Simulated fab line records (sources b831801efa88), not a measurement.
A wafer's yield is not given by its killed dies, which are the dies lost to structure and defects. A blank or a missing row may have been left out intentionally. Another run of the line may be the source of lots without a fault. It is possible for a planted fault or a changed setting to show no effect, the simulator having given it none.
Check of tool commonality | flow sky130 | Sampled: 11 lots, 33 wafers

## WHY IT WAS OPENED
At SKY_SD_N_RS_MEAS_16 the reading SD_N_RS is flagged on 2 of 11 lots. Wafers without a fault read 68.52 ohm/sq, standard deviation 0.17.
Rule: a lot is flagged when every wafer of it that has a number lies more than 4 standard deviations from that mean, or none has a number. The other lots count as sound.

lot  | measured     | on            | SD_N_RS (ohm/sq), wafer by wafer | flag
L494 | day 28 01:43 | film_metro-04 | 68.40 68.58 68.53                |
L496 | day 28 17:28 | film_metro-02 | 68.37 68.36 68.36                |
L499 | day 29 03:54 | film_metro-04 | 68.69 68.53 68.58                |
L500 | day 29 20:22 | film_metro-03 | 59.71 59.79 59.72                | FLAGGED
L502 | day 30 11:50 | film_metro-04 | 59.78 59.77 59.72                | FLAGGED
L503 | day 30 18:59 | film_metro-04 | 68.46 68.57 68.57                |
L512 | day 33 12:40 | film_metro-04 | 68.61 68.70 68.86                |
L514 | day 34 13:59 | film_metro-02 | 68.44 68.31 68.36                |
L515 | day 34 15:23 | film_metro-02 | 68.45 68.07 68.37                |
L516 | day 35 01:29 | film_metro-04 | 68.71 68.59 68.65                |
L517 | day 35 13:07 | film_metro-04 | 68.65 68.70 68.63                |
On average the flagged lots' numbers are 59.75 ohm/sq, which is -8.77 ohm/sq against the usual, or -52 standard deviations.

## LOT BY LOT: THE TOOL USED
The record holds 1 process step before the reading, out of a route of 708 steps. In each cell: the tool, then ch and the chambers that the sampled wafers went through, then the start.
lot  | flag    | SKY_SD_N_RTA_14
L494 |         | rtp_anneal-02 ch 0, day 28 01:32
L496 |         | rtp_anneal-02 ch 0, day 28 17:17
L499 |         | rtp_anneal-02 ch 0, day 29 03:43
L500 | FLAGGED | rtp_anneal-02 ch 0, day 29 20:11
L502 | FLAGGED | rtp_anneal-02 ch 0, day 30 11:36
L503 |         | rtp_anneal-01 ch 0, day 30 18:47
L512 |         | rtp_anneal-02 ch 0, day 33 12:29
L514 |         | rtp_anneal-02 ch 0, day 34 13:49
L515 |         | rtp_anneal-01 ch 0, day 34 15:11
L516 |         | rtp_anneal-02 ch 0, day 35 01:17
L517 |         | rtp_anneal-02 ch 0, day 35 12:56
These steps, and what they do:
- SKY_SD_N_RTA_14: time 2 s.
- SKY_SD_N_RS_MEAS_16: measures by four-point-probe.

## FLAGGED AGAINST TOTAL, ONE TOOL AT A TIME (gauges that did the reading follow at the end)
step                | tool          | lots run | flagged | share of the flagged lots | sound lots run after its first flagged lot
SKY_SD_N_RTA_14     | rtp_anneal-01 | 2        | 0       | none                      | -
SKY_SD_N_RTA_14     | rtp_anneal-02 | 9        | 2       | all                       | 4 (L512,L514,L516,L517)
SKY_SD_N_RS_MEAS_16 | film_metro-02 | 3        | 0       | none                      | -
SKY_SD_N_RS_MEAS_16 | film_metro-03 | 1        | 1       | some                      | 0
SKY_SD_N_RS_MEAS_16 | film_metro-04 | 7        | 1       | some                      | 4 (L503,L512,L516,L517)

## WHAT THE TABLE ALLOWS
All flagged lots share 1 row of the table, namely rtp_anneal-02 at SKY_SD_N_RTA_14.
- rtp_anneal-02 at SKY_SD_N_RTA_14 ran 9 lots, 2 of them flagged. Sound lots followed the first flagged one (L512, L514, L516, L517) on it, something a lasting fault affecting the whole tool could not allow. Its own readings lie more than 4 standard deviations out on every wafer of the flagged lots: lamp_power_pct, wafer_temp_C_max.
Not one row of the table ran every flagged lot while running no sound lot after the first.

## WHAT WAS PUT IN BY THE SIMULATOR
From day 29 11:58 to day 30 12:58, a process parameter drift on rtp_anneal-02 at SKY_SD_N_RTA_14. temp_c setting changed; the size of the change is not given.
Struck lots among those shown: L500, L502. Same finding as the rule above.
